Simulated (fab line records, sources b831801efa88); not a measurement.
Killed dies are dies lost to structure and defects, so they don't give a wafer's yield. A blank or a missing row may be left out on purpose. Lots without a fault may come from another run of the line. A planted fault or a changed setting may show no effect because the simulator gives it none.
fab line records | flow gf180mcu | part 2 of 2: steps 27 to 37 of 37
record lots=5 wafers=15 last_day=33
route steps=602 shown V5@549 TOP_METAL@567
lots that met no fault: from a run of the same line without faults
start_h: hours from the record's first day to the start of the lot's first wafer shown | wait_h: hours since the lot's step before | " the same as in the row above | L1.1+2: a row that stands for several wafers | - no value, or no start given | * or withheld: withheld | < > ~ a bound
route shown NAME@n: a module of which the file shows steps, and the number in the route of the first | usual: mean/standard deviation of fault-free wafers | same: alike in all rows | chamber/n: place in a boat | sites: the reading at each site | _std_site: their standard deviation | _edge_site: outer sites' mean less inner sites' | radius_mm: how far each site lies from the wafer's centre | mask NAME#n: copy n | behind: the tool/chamber that last shaped the wafer | hold: why the lot was held/for how many hours/how that ended | device: the transistor (n, p or np) that didn't switch | end of line: the same wafers' tests at the end of the route | a step without rows: its recipe alone | killed: dies lost to structure and defects at the first sort, not the wafer's yield | map: a wafer's dies, x killed, . not, _ none there
set.NAME: the setting as run; set.NAME@STEP: as run at that earlier step | model.NAME: the simulator's own value behind a step, which no gauge read
lots at some steps of the route; a table a step, a row a wafer
services: from which hour (start_h, from the record's first day; less than 0 if before it) a tool's chamber was out of use, for how many hours, and why
## steps
# step GF_TOP_METAL_HMDS_08
# recipe prime_time_s=60 prime_temp_c=120
# usual prime_temp_c=120.00/0.14
# columns lot.wafer tool chamber start_h wait_h prime_temp_c
L080.2 litho_track-04 0 687.08 0.1 119.96
L080.5 " 0 " " 120.00
L080.6 " 0 " " 119.95
L084.2 litho_track-01 0 715.74 0.1 120.01
L084.5 " 0 " " 120.01
L084.6 " 0 " " 119.86
L085.2 litho_track-03 0 721.50 0.1 120.13
L085.3 " 0 " " 120.04
L085.4 " 0 " " 120.08
L089.2 litho_track-01 0 751.24 0.1 120.02
L089.4 " 0 " " 120.10
L089.5 " 0 " " 119.94
L094.1 litho_track-01 0 775.22 0.1 120.41
L094.2 " 0 " " 119.98
L094.3 " 0 " " 120.09
# step GF_TOP_METAL_COAT_09
# recipe resist=NOVOLAK spin_rpm=3000 resist_thk_nm=1500
# columns lot.wafer tool chamber start_h wait_h
L080.2+5+6 litho_track-04 0 687.23 0.1
L084.2+5+6 litho_track-01 0 715.89 0.1
L085.2+3+4 litho_track-03 0 721.65 0.1
L089.2+4+5 litho_track-01 0 751.39 0.1
L094.1+2+3 litho_track-01 0 775.37 0.1
# step GF_TOP_METAL_SOFTBAKE_10
# recipe temp_c=90 time_s=60 resist=NOVOLAK
# columns lot.wafer tool chamber start_h wait_h
L080.2+5+6 litho_track-04 0 687.38 0.1
L084.2+5+6 litho_track-01 0 716.04 0.1
L085.2+3+4 litho_track-03 0 721.80 0.1
L089.2+4+5 litho_track-01 0 751.54 0.1
L094.1+2+3 litho_track-01 0 775.52 0.1
# step GF_TOP_METAL_EXPOSE_11
# recipe mask_id=MetalTop target_cd_nm=440 na=0.6 source_shape=conventional sigma_outer=0.6 dose_mj=170
# same na=0.6
# columns lot.wafer tool chamber start_h wait_h mask
L080.2+5+6 iline_stepper-02 0 - - MetalTop#0
L084.2+5+6 iline_stepper-01 0 - - MetalTop#0
L085.2+3+4 iline_stepper-01 0 - - MetalTop#0
L089.2+4+5 iline_stepper-01 0 - - MetalTop#0
L094.1+2+3 iline_stepper-02 0 - - MetalTop#0
# step GF_TOP_METAL_PEB_12
# recipe temp_c=withheld time_s=* resist=NOVOLAK
# columns lot.wafer tool chamber start_h wait_h
L080.2+5+6 litho_track-04 0 - -
L084.2+5+6 litho_track-01 0 - -
L085.2+3+4 litho_track-04 0 - -
L089.2+4+5 litho_track-01 0 - -
L094.1+2+3 litho_track-04 0 - -
# step GF_TOP_METAL_DEVELOP_13
# recipe develop_time_s=60 dev_temp_c=23
# same develop_time_s=60
# columns lot.wafer tool chamber start_h wait_h
L080.2+5+6 litho_track-04 0 696.63 0.1
L084.2+5+6 litho_track-01 0 725.04 0.1
L085.2+3+4 litho_track-04 0 730.48 0.1
L089.2+4+5 litho_track-01 0 759.34 0.1
L094.1+2+3 litho_track-04 0 783.45 0.1
# step GF_TOP_METAL_CD_MEAS_14
# recipe target_cd_nm=440
# usual cd_nm=440.4/2.5
# columns lot.wafer tool chamber start_h wait_h cd_nm
L080.2 cd_sem-01 - 696.77 0.1 440.4
L080.5 " - " " 443.1
L080.6 " - " " 442.0
L084.2 cd_sem-01 - 725.19 0.1 441.6
L084.5 " - " " 443.0
L084.6 " - " " 442.0
L085.2 cd_sem-01 - 730.62 0.1 442.0
L085.3 " - " " 441.8
L085.4 " - " " 440.7
L089.2 cd_sem-02 - 759.49 0.1 439.5
L089.4 " - " " 438.2
L089.5 " - " " 437.8
L094.1 cd_sem-01 - 783.60 0.1 440.9
L094.2 " - " " 440.5
L094.3 " - " " 440.7
# step GF_TOP_METAL_OVL_MEAS_15
# usual TOP_METAL_OVL=0.1/1.4
# columns lot.wafer tool chamber start_h wait_h TOP_METAL_OVL[nm]
L080.2 overlay-02 - 696.88 0.1 1.1
L080.5 " - " " 0.9
L080.6 " - " " 1.3
L084.2 overlay-02 - 725.29 0.1 -0.2
L084.5 " - " " -0.8
L084.6 " - " " -1.0
L085.2 overlay-01 - 730.73 0.1 -0.5
L085.3 " - " " -2.0
L085.4 " - " " 0.5
L089.2 overlay-01 - 759.59 0.1 1.6
L089.4 " - " " 0.6
L089.5 " - " " -0.1
L094.1 overlay-01 - 783.72 0.1 1.4
L094.2 " - " " 1.3
L094.3 " - " " 0.9
# step GF_TOP_METAL_METAL_ETCH_16
# recipe chemistry=Cl2/BCl3 mask_material=NOVOLAK target_depth_nm=1197 stop_on=SiO2 pressure_mtorr=8 icp_w=800 bias_w=140 Cl2_flow_sccm=80 bcl3_flow_sccm=40 time_s=199.5
# usual bias_w=139.9/0.44 drypump_motor_current_A=5.4/0.38 oes_product_au=0.992/0.0048 throttle_valve_pct=28.228/0.0085
# columns lot.wafer tool chamber start_h wait_h bias_w drypump_motor_current_A oes_product_au rf_hours_counter_h throttle_valve_pct
L080.2 rie_metal-02 1 696.91 0.0 139.8 5.7 0.989 15 28.231
L080.5 " 0 " " 140.7 5.0 0.991 - 28.233
L080.6 " 1 " " 139.8 5.7 0.984 - 28.238
L084.2 rie_metal-04 1 725.32 0.0 140.2 5.4 0.990 16 28.236
L084.5 " 0 " " 139.8 5.1 0.987 - 28.244
L084.6 " 1 " " 140.4 5.4 0.989 - 28.228
L085.2 rie_metal-03 0 730.76 0.0 140.2 5.5 0.991 8 28.231
L085.3 " 1 " " 140.1 6.3 0.987 - 28.240
L085.4 " 0 " " 140.5 5.5 0.992 - 28.238
L089.2 rie_metal-02 0 759.62 0.0 139.4 5.0 1.000 6 28.235
L089.4 " 0 " " 139.6 5.0 0.983 - 28.213
L089.5 " 1 " " 139.9 5.7 0.989 - 28.227
L094.1 rie_metal-02 1 783.76 0.0 140.0 5.7 0.986 2 28.222
L094.2 " 0 " " 140.7 5.0 0.990 7 28.229
L094.3 " 1 " " 140.0 5.7 0.993 - 28.235
# step GF_TOP_METAL_STRIP_17
# recipe chemistry=O2/N2 power_w=1400 pressure_mtorr=1500 platen_temp_c=250 o2_flow_sccm=3000 n2_flow_sccm=300 overash_fraction=0.5
# usual drypump_motor_current_A=5.7/0.5 heater_power_w=320/29 oes_product_au=0.711/0.0044 strip_time_to_endpoint_s=12.88/0.073
# same overash_fraction=0.5
# columns lot.wafer tool chamber start_h wait_h drypump_motor_current_A heater_power_w oes_product_au rf_hours_counter_h strip_time_to_endpoint_s
L080.2 plasma_asher-04 1 697.10 0.1 5.3 292 0.709 100 12.86
L080.5 " 1 " " 5.2 289 0.699 - 12.83
L080.6 " 0 " " 5.6 315 0.709 - 12.84
L084.2 plasma_asher-02 0 725.52 0.1 5.7 379 0.710 28 13.05
L084.5 " 1 " " 5.9 329 0.705 - 12.90
L084.6 " 0 " " 5.7 376 0.708 - 12.91
L085.2 plasma_asher-04 0 730.95 0.1 5.6 313 0.709 105 12.78
L085.3 " 0 " " 5.7 327 0.714 - 12.89
L085.4 " 1 " " 5.2 282 0.711 - 12.81
L089.2 plasma_asher-02 1 759.82 0.1 5.9 331 0.717 32 12.86
L089.4 " 0 " " 5.7 392 0.709 - 12.82
L089.5 " 1 " " 5.9 323 0.709 - 12.77
L094.1 plasma_asher-04 0 783.95 0.1 5.6 325 0.707 111 12.90
L094.2 " 1 " " 5.2 284 0.708 111 12.89
L094.3 " 0 " " 5.6 330 0.714 - 12.89
# step GF_TOP_METAL_STRIP_18
# recipe chemistry=post_etch_residue_remover time_s=1200 temp_c=72.5
# columns lot.wafer tool chamber start_h wait_h
L080.2+5+6 wet_bench-01 0 697.20 0.1
L084.2+5+6 wet_bench-02 1 725.62 0.1
L085.2+3+4 wet_bench-04 0 731.05 0.1
L089.2+4+5 wet_bench-01 1 759.92 0.1
L094.1+2+3 wet_bench-01 2 784.05 0.1
## services
# columns tool chamber start_h hours kind
rie_diel-01 - 645.28 0.4 repair
pvd_sputter-02 - 648.72 4.1 repair
krf_scanner-01 - 649.69 4.4 pm
pvd_sputter-01 - 652.78 1.7 repair
pvd_sputter-01 - 653.02 34.4 repair
krf_scanner-01 - 659.94 0.8 pm
rie_diel-02 3 661.62 9.9 repair
iline_stepper-01 - 662.18 1.7 pm
pvd_sputter-04 - 665.37 3.4 repair
krf_scanner-01 - 667.74 1.3 pm
rie_diel-02 0 669.32 3.2 repair
cmp-02 - 672.23 1.0 repair
plasma_asher-02 - 675.94 28.1 pm
rie_diel-01 0 697.16 8.0 repair
krf_scanner-01 - 711.08 1.0 pm
rie_diel-01 3 721.71 73.2 repair
krf_scanner-01 - 748.81 3.6 pm
cmp-02 - 756.16 0.8 repair
rie_diel-01 1 760.60 7.1 repair
plasma_asher-02 - 760.94 15.6 pm
rie_diel-01 0 762.97 4.3 repair
cmp-02 - 778.95 2.2 repair
cvd_w-01 - 779.06 0.5 repair
cvd_w-01 - 782.64 1.3 repair
